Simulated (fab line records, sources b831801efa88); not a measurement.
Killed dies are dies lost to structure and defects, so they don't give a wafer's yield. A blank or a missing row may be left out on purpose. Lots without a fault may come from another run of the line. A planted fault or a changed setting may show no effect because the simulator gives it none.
fab line records | flow sky130
record lots=6 wafers=18 last_day=50
route steps=708 shown POLY_GATE@235 LDD_N@237 PAD_OPEN@708
lots that met no fault: from a run of the same line without faults
start_h: hours from the record's first day to the start of the lot's first wafer shown | wait_h: hours since the lot's step before | " the same as in the row above | L1.1+2: a row that stands for several wafers | - no value, or no start given | * or withheld: withheld | < > ~ a bound
route shown NAME@n: a module of which the file shows steps, and the number in the route of the first | usual: mean/standard deviation of fault-free wafers | same: alike in all rows | chamber/n: place in a boat | sites: the reading at each site | _std_site: their standard deviation | _edge_site: outer sites' mean less inner sites' | radius_mm: how far each site lies from the wafer's centre | mask NAME#n: copy n | behind: the tool/chamber that last shaped the wafer | hold: why the lot was held/for how many hours/how that ended | device: the transistor (n, p or np) that didn't switch | end of line: the same wafers' tests at the end of the route | a step without rows: its recipe alone | killed: dies lost to structure and defects at the first sort, not the wafer's yield | map: a wafer's dies, x killed, . not, _ none there
set.NAME: the setting as run; set.NAME@STEP: as run at that earlier step | model.NAME: the simulator's own value behind a step, which no gauge read
lots at some steps of the route; a table a step, a row a wafer
services: from which hour (start_h, from the record's first day; less than 0 if before it) a tool's chamber was out of use, for how many hours, and why
## steps
# step SKY_POLY_GATE_THK_MEAS_21
# recipe reads=SiO2_of_POLY_GATE_OXIDATION_20
# usual POLY_GATE_OXIDATION_THK=3.97/0.069
# columns lot.wafer tool chamber start_h wait_h POLY_GATE_OXIDATION_THK[nm]
L775.1 film_metro-03 - 411.34 0.0 4.04
L775.3 " - " " 3.96
L775.6 " - " " 4.05
L780.1 film_metro-03 - 448.75 0.0 3.93
L780.2 " - " " 4.04
L780.4 " - " " 4.00
L781.1 film_metro-04 - 454.99 0.0 3.98
L781.2 " - " " 4.02
L781.4 " - " " 3.99
L791.1 film_metro-01 - 538.79 0.0 3.95
L791.3 " - " " 4.06
L791.5 " - " " 3.94
L793.1 film_metro-03 - 550.08 0.0 4.01
L793.3 " - " " 4.04
L793.4 " - " " 3.97
L794.3 film_metro-01 - 562.46 0.0 4.00
L794.4 " - " " 3.99
L794.5 " - " " 4.02
# step SKY_POLY_GATE_CD_MEAS_22
# usual cd_nm=150.7/1.7
# columns lot.wafer tool chamber start_h wait_h cd_nm
L775.1 cd_sem-01 - 411.40 0.1 152.5
L775.3 " - " " 150.6
L775.6 " - " " 152.2
L780.1 cd_sem-01 - 448.81 0.1 150.1
L780.2 " - " " 150.4
L780.4 " - " " 152.7
L781.1 cd_sem-02 - 455.05 0.1 151.2
L781.2 " - " " 150.7
L781.4 " - " " 150.4
L791.1 cd_sem-01 - 538.85 0.1 152.3
L791.3 " - " " 153.1
L791.5 " - " " 152.8
L793.1 cd_sem-01 - 550.14 0.1 154.0
L793.3 " - " " 152.2
L793.4 " - " " 151.6
L794.3 cd_sem-02 - 562.56 0.1 152.2
L794.4 " - " " 152.0
L794.5 " - " " 153.0
# step SKY_LDD_N_DEHYDRATE_00
# recipe temp_c=200 time_s=60
# step SKY_LDD_N_HMDS_01
# recipe prime_time_s=60 prime_temp_c=120
# step SKY_LDD_N_COAT_02
# recipe resist=NOVOLAK spin_rpm=3000 resist_thk_nm=300
# step SKY_LDD_N_SOFTBAKE_03
# recipe temp_c=90 time_s=60 resist=NOVOLAK
# step SKY_LDD_N_EXPOSE_04
# recipe mask_id=NTM target_cd_nm=840 na=0.6 source_shape=conventional sigma_outer=0.6 dose_mj=110
# step SKY_LDD_N_PEB_05
# recipe temp_c=withheld time_s=* resist=NOVOLAK
# step SKY_LDD_N_DEVELOP_06
# recipe develop_time_s=60 dev_temp_c=23
# step SKY_LDD_N_OVL_MEAS_07
# usual LDD_N_OVL=-0.1/1.3
# columns lot.wafer tool chamber start_h wait_h LDD_N_OVL[nm]
L775.1 overlay-01 - 442.00 0.1 0.7
L775.3 " - " " 0.3
L775.6 " - " " 0.6
L780.1 overlay-01 - 479.70 0.1 -1.4
L780.2 " - " " 1.1
L780.4 " - " " -0.9
L781.1 overlay-01 - 486.28 0.1 0.2
L781.2 " - " " 1.1
L781.4 " - " " 0.6
L791.1 overlay-01 - 569.45 0.1 0.4
L791.3 " - " " -1.0
L791.5 " - " " 0.4
L793.1 overlay-02 - 579.48 0.1 -1.5
L793.3 " - " " 0.5
L793.4 " - " " -0.7
L794.3 overlay-01 - 591.98 0.1 1.5
L794.4 " - " " 0.5
L794.5 " - " " 0.2
# step SKY_LDD_N_IMPLANT_08
# recipe species=As energy_kev=20 dose_cm2=7.5e+13 tilt_deg=withheld rotation_deg=23
# step SKY_LDD_N_IMPLANT_09
# recipe species=As energy_kev=20 dose_cm2=7.5e+13 tilt_deg=withheld rotation_deg=113
# step SKY_LDD_N_IMPLANT_10
# recipe species=As energy_kev=20 dose_cm2=7.5e+13 tilt_deg=withheld rotation_deg=203
# usual dose_ions_cm2=7.501e+13/6.8e+10 faraday_current_uA=422/9.1
# columns lot.wafer tool chamber start_h wait_h dose_ions_cm2 faraday_current_uA
L775.1 implanter-02 0 442.34 0.1 7.498e+13 413
L775.3 " 0 " " 7.501e+13 431
L775.6 " 0 " " 7.498e+13 416
L780.1 implanter-03 0 480.04 0.1 8.314e+13 474
L780.2 " 0 " " 8.317e+13 464
L780.4 " 0 " " 8.323e+13 472
L781.1 implanter-03 0 486.62 0.1 8.315e+13 470
L781.2 " 0 " " 8.323e+13 474
L781.4 " 0 " " 8.32e+13 463
L791.1 implanter-03 0 569.79 0.1 7.504e+13 409
L791.3 " 0 " " 7.501e+13 419
L791.5 " 0 " " 7.497e+13 406
L793.1 implanter-01 0 579.82 0.1 7.509e+13 419
L793.3 " 0 " " 7.511e+13 420
L793.4 " 0 " " 7.492e+13 424
L794.3 implanter-03 0 592.35 0.1 7.496e+13 411
L794.4 " 0 " " 7.493e+13 437
L794.5 " 0 " " 7.498e+13 414
# step SKY_LDD_N_IMPLANT_11
# recipe species=As energy_kev=20 dose_cm2=7.5e+13 tilt_deg=withheld rotation_deg=293
# step SKY_PAD_OPEN_PROBE_99
# usual killed_at_M0_to_M3=43/6.9 killed_at_M4_up=3.1/1.8 killed_at_contacts=24/5.1 killed_at_front_end=15/4.8 killed_at_other=0.3/0.48 killed_dies=86/8.9 killed_open=47/6.8 killed_short=39/6.3
# same gross_dies=492 killed_at_back_side=0
# columns lot.wafer tool chamber start_h wait_h killed_at_M0_to_M3 killed_at_M4_up killed_at_contacts killed_at_front_end killed_at_other killed_dies killed_open killed_short model.etest.tip_n.rs_ohm_sq
L775.1 prober-01 - 1103.09 0.1 38 1 23 20 0 82 53 29 438.8
L775.3 prober-01 - 1103.19 0.2 39 4 21 11 0 75 36 39 438.2
L775.6 prober-01 - 1103.34 0.2 37 4 17 21 0 79 44 35 438.7
L780.1 prober-01 - 1127.28 0.1 35 4 26 14 0 79 40 38 431.4
L780.2 prober-01 - 1127.33 0.1 50 2 25 13 0 90 52 37 430.3
L780.4 prober-01 - 1127.43 0.2 52 2 28 6 0 88 47 41 426.5
L781.1 prober-01 - 1128.22 0.1 29 2 23 20 0 74 36 38 433.5
L781.2 prober-01 - 1128.27 0.1 46 7 15 19 0 87 44 43 433.6
L781.4 prober-01 - 1128.37 0.2 43 2 22 15 0 82 44 38 432.6
L791.1 prober-01 - 1182.12 0.1 31 1 24 11 1 68 39 29 446.5
L791.3 prober-01 - 1182.22 0.2 42 3 29 15 0 89 51 38 445.2
L791.5 prober-01 - 1182.32 0.2 49 1 24 18 0 92 54 37 446.4
L793.1 prober-01 - 1189.33 0.1 42 3 24 14 0 83 39 44 443.5
L793.3 prober-01 - 1189.43 0.2 43 4 24 17 0 88 50 38 442.9
L793.4 prober-01 - 1189.48 0.2 37 4 22 14 0 77 43 34 441.7
L794.3 prober-02 - 1192.12 0.2 49 2 32 19 0 102 59 43 438.4
L794.4 prober-02 - 1192.17 0.2 32 3 29 13 0 77 43 34 439.1
L794.5 prober-02 - 1192.22 0.2 55 2 27 12 0 96 53 43 441.4
# killed by level:class
L775.1 CONTACT:geometric_particle:open=12 VIA1:geometric_particle:open=12 POLY_GATE:geometric_particle:short=7 VIA3:geometric_particle:open=7 POLY_GATE:geometric_particle:open=4 LI_CONTACT:geometric_particle:open=4 METAL1:geometric_particle:short=4 FIELD_ISO:geometric_particle:open=3
L775.3 VIA1:geometric_particle:open=9 LOCAL_INTERCONNECT:geometric_particle:short=7 LI_CONTACT:geometric_particle:open=7 METAL2:geometric_particle:short=7 METAL3:geometric_particle:short=6 CONTACT:geometric_particle:open=5 METAL1:geometric_particle:short=4 FIELD_ISO:geometric_particle:open=3
L775.6 LI_CONTACT:geometric_particle:open=9 VIA1:geometric_particle:open=6 METAL2:geometric_particle:short=6 VIA3:geometric_particle:open=6 METAL3:geometric_particle:short=5 VIA2:geometric_particle:open=5 FIELD_ISO:geometric_particle:short=4 METAL4:geometric_particle:short=4
L780.1 VIA1:geometric_particle:open=12 CONTACT:geometric_particle:open=9 METAL1:geometric_particle:short=7 FIELD_ISO:geometric_particle:open=6 LI_CONTACT:geometric_particle:short=5 LOCAL_INTERCONNECT:geometric_particle:short=4 CONTACT:geometric_particle:short=4 FIELD_ISO:geometric_particle:short=3
L780.2 VIA1:geometric_particle:open=21 LI_CONTACT:geometric_particle:open=8 VIA1:geometric_particle:short=7 VIA3:geometric_particle:open=6 CONTACT:geometric_particle:open=6 CONTACT:geometric_particle:short=6 POLY_GATE:geometric_particle:short=3 METAL1:geometric_particle:short=3
L780.4 VIA1:geometric_particle:open=13 VIA1:geometric_particle:short=9 LI_CONTACT:geometric_particle:open=8 METAL1:geometric_particle:short=7 CONTACT:geometric_particle:open=6 VIA2:geometric_particle:open=6 VIA3:geometric_particle:open=6 CONTACT:geometric_particle:short=5
L781.1 VIA1:geometric_particle:open=8 CONTACT:geometric_particle:open=7 LI_CONTACT:geometric_particle:open=6 FIELD_ISO:geometric_particle:open=5 POLY_GATE:geometric_particle:short=5 CONTACT:geometric_particle:short=5 FIELD_ISO:geometric_particle:short=4 POLY_GATE:geometric_particle:open=4
L781.2 VIA3:geometric_particle:open=9 CONTACT:geometric_particle:open=7 FIELD_ISO:geometric_particle:open=6 VIA1:geometric_particle:short=6 METAL2:geometric_particle:short=6 VIA1:geometric_particle:open=6 POLY_GATE:geometric_particle:short=4 METAL1:geometric_particle:short=4
L781.4 VIA1:geometric_particle:open=10 LI_CONTACT:geometric_particle:open=9 VIA3:geometric_particle:open=9 FIELD_ISO:geometric_particle:short=5 FIELD_ISO:geometric_particle:open=4 LI_CONTACT:geometric_particle:short=4 METAL2:geometric_particle:short=4 CONTACT:geometric_particle:open=4
L791.1 LI_CONTACT:geometric_particle:open=8 CONTACT:geometric_particle:open=8 VIA2:geometric_particle:short=5 VIA1:geometric_particle:open=5 FIELD_ISO:geometric_particle:open=4 CONTACT:geometric_particle:short=4 METAL1:geometric_particle:short=4 FIELD_ISO:geometric_particle:short=3
L791.3 CONTACT:geometric_particle:open=11 LI_CONTACT:geometric_particle:open=10 VIA3:geometric_particle:open=9 CONTACT:geometric_particle:short=6 METAL2:geometric_particle:short=6 FIELD_ISO:geometric_particle:open=5 VIA1:geometric_particle:open=4 VIA2:geometric_particle:open=4
L791.5 CONTACT:geometric_particle:open=11 VIA1:geometric_particle:open=10 METAL1:geometric_particle:short=8 VIA3:geometric_particle:open=7 LOCAL_INTERCONNECT:geometric_particle:short=6 FIELD_ISO:geometric_particle:open=5 VIA1:geometric_particle:short=5 VIA2:geometric_particle:open=5
L793.1 FIELD_ISO:geometric_particle:short=7 LI_CONTACT:geometric_particle:open=7 VIA3:geometric_particle:open=7 CONTACT:geometric_particle:open=7 VIA1:geometric_particle:open=6 VIA2:geometric_particle:short=6 METAL1:geometric_particle:short=5 FIELD_ISO:geometric_particle:open=4
L793.3 VIA1:geometric_particle:open=12 CONTACT:geometric_particle:open=9 METAL2:geometric_particle:short=7 VIA2:geometric_particle:open=6 FIELD_ISO:geometric_particle:open=5 VIA1:geometric_particle:short=5 LOCAL_INTERCONNECT:geometric_particle:short=4 CONTACT:geometric_particle:short=4
L793.4 CONTACT:geometric_particle:open=9 VIA1:geometric_particle:open=9 LI_CONTACT:geometric_particle:open=6 METAL1:geometric_particle:short=6 VIA1:geometric_particle:short=6 FIELD_ISO:geometric_particle:open=5 METAL2:geometric_particle:short=4 POLY_GATE:geometric_particle:open=3
L794.3 VIA1:geometric_particle:open=17 LI_CONTACT:geometric_particle:open=13 VIA3:geometric_particle:open=7 VIA1:geometric_particle:short=6 FIELD_ISO:geometric_particle:open=5 POLY_GATE:geometric_particle:short=5 LOCAL_INTERCONNECT:geometric_particle:short=5 CONTACT:geometric_particle:short=5
L794.4 CONTACT:geometric_particle:open=9 LI_CONTACT:geometric_particle:open=8 VIA2:geometric_particle:open=6 VIA3:geometric_particle:open=6 CONTACT:geometric_particle:short=5 VIA1:geometric_particle:open=5 FIELD_ISO:geometric_particle:short=4 POLY_GATE:geometric_particle:short=3
L794.5 VIA1:geometric_particle:open=15 LI_CONTACT:geometric_particle:open=9 VIA2:geometric_particle:open=8 CONTACT:geometric_particle:open=7 METAL1:geometric_particle:short=7 VIA3:geometric_particle:short=6 FIELD_ISO:geometric_particle:open=5 VIA3:geometric_particle:open=5
## services
# columns tool chamber start_h hours kind
implanter-03 - 448.23 2.5 repair
implanter-03 - 489.25 5.9 repair
implanter-02 - 529.13 3.2 pm
implanter-03 - 539.53 0.6 repair
## key
first_sign step=SKY_LDD_N_IMPLANT_10 reading=dose_ions_cm2 direction=up sigmas=99+ usual=* struck=*
effect step=SKY_LDD_N_IMPLANT_10 reading=faraday_current_uA direction=up sigmas=5.2 usual=422 struck=469
model_effect step=SKY_PAD_OPEN_PROBE_99 value=etest.tip_n.rs_ohm_sq without=438.5 struck=431.3
met_at SKY_LDD_N_IMPLANT_10
struck_wafers L780.1,L780.2,L780.4,L781.1,L781.2,L781.4
tester_left_out L780,L781
fault kind=process_parameter_drift tool=implanter-03 chamber=- onset_h=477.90 steps=SKY_LDD_N_IMPLANT_10 channel=dose_cm2 offset=* shape=step end_h=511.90 acts_in=* stated=*
# tester_left_out: of these lots the tester's yield and bins aren't shown, on N5 and GAA mostly nor the transistor test; their killed dies are dies lost to structure and defects alone, not to doping, threshold or leakage, so they don't give the yield
